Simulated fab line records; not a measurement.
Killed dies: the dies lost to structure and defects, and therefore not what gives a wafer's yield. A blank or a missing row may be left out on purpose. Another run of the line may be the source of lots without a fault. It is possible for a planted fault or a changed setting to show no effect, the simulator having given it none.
Chamber matching ; flow sky130 ; SKY_CONTACT_CMP_04 on cmp-02 has 4 sister chambers
The step polishes SiO2. 8 wafers are shown with their chamber, then 9 later ones without.

WAFERS PAIRED WITH THEIR CHAMBERS
wafer;chamber;motor_current_A (A);slurry_filter_dp_kPa (kPa)
L426.4;2;13.1;13.48
L427.1;0;11.4;13.63
L428.3;1;11.0;13.49
L428.4;0;11.1;13.42
L428.5;3;10.4;13.64
L429.1;2;13.1;13.47
L429.3;1;10.7;13.35
L429.4;3;10.8;13.69

WAFERS WITH NO CHAMBER GIVEN
wafer;motor_current_A (A);slurry_filter_dp_kPa (kPa)
L432.1;12.3;13.65
L432.5;10.7;13.32
L432.6;13.3;13.46
L433.2;11.2;13.52
L433.3;14.2;13.91
L433.5;11.0;13.63
L438.2;10.4;13.48
L438.3;11.7;13.49
L438.6;10.6;13.48

WHICH CHAMBER EACH ONE RAN IN
wafer;from the rows above;in truth
L432.1;can't be placed: 2 or 0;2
L432.5;1;1
L432.6;2;2
L433.2;can't be placed: 0 or 1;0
L433.3;2;2
L433.5;can't be placed: 0 or 3 or 1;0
L438.2;can't be placed: 3 or 1 or 0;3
L438.3;can't be placed: 0 or 1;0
L438.6;can't be placed: 1 or 3 or 0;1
Correctly placed: 3 of 9. Cannot be placed on the basis of these rows: 6; the candidates contain the true chamber in 6. 0 placed wrongly.
How it was worked out, from the rows above alone: a wafer's distance from a chamber is the root of the sum, over the readings, of the square of ((its reading less the chamber's mean) divided by the reading's scatter). The wafer belongs to the nearest chamber; if the next one is less than 2 further off, it can't be placed. The mean given for a chamber averages the wafers shown for that chamber. The scatter: the root of (the sum of the squares of (reading less its chamber's mean) over the shown wafers, divided by (wafers less chambers)).
